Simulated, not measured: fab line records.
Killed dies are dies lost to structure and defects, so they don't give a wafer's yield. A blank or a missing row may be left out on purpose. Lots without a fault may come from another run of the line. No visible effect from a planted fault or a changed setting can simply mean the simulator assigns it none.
Problem report in the 8D (eight disciplines) form, filled by code :: flow sky130 :: the parts of the form that need people (team, actions taken, sign-off) are left out

== 1. WHAT WENT WRONG ==
rotation deg at SKY_LDD_N_IMPLANT_14 reads a mean of 340.00 degrees on 6 wafers of 2 lots; wafers without a fault read 179.99 degrees with a standard deviation of 0.058. That is +99 or more standard deviations from the usual mean.
The first sign was on wafer L995.1 at day 21 04:34, on implanter-02. At this step, 39 wafers from 13 lots have a number in the record. By rule, "out" or "out of limits" means more than 4 standard deviations away from the usual mean. Any other wafer with a number is counted as sound.

== 2. WHAT THIS IS AND IS NOT ==
question: which readings at this step
is: rotation deg
is not: beam on s, dose ions cm2

question: which lots
is: L995, L998
is not: L105, L107, L108, L109, L110, L987, L988, L989, L990, L993, L994

question: which wafers of those lots
is: all that have a number
is not: -

question: read on which tools
is: implanter-02
is not: implanter-03, implanter-04

question: when
is: from day 21 04:34
is not: up to then (18 sound wafers); but 15 sound wafers of L105, L107, L108, L109, L110 came after

== 3. SUSPECTS, AND WHAT RULES EACH OUT ==
Counting: a tool at any process step up to the reading remains a suspect when it ran all the lots that are out and ran no sound lot after the first of those.
- implanter-02 at SKY_LDD_N_IMPLANT_14: ruled out as a lasting fault. After its first lot that is out, L995 (day 21 04:34), sound lots L108, L109 ran on it.
Left after counting: nothing in the record.

== 4. THE CAUSE (what the simulator had put in) ==
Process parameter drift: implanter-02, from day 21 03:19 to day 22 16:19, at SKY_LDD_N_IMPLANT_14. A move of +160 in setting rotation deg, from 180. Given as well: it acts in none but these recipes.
Counting ruled it out, wrongly.

== 5. THE CHAIN OF EFFECTS, in route order ==
Each row: a reading whose mean over the struck wafers that have a number lies more than 3 standard deviations from the usual. Readings are gone through only where the record gives a usual standard deviation; hours: the median, over the lots, of the time from a lot's start at the first step in this table giving one to that lot's start at this step; sigmas: the change measured in usual standard deviations.
hours: 0
step: SKY_LDD_N_IMPLANT_14
reading: rotation deg
usual: 179.99 degrees
on struck wafers: 340.00
change: +160.00
sigmas: +99 or more
It contains these process steps:
- SKY_LDD_N_IMPLANT_14
Later measuring or inspecting steps at which every struck wafer that the step has a row for has a number for every such reading, and none has moved that far: SKY_LDD_HVN_TW_MEAS_10.

== 6. WHAT WOULD HAVE CAUGHT IT SOONER ==
In this record the first reading out of limits was taken at day 21 04:34, 1 hour after the fault began at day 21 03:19.
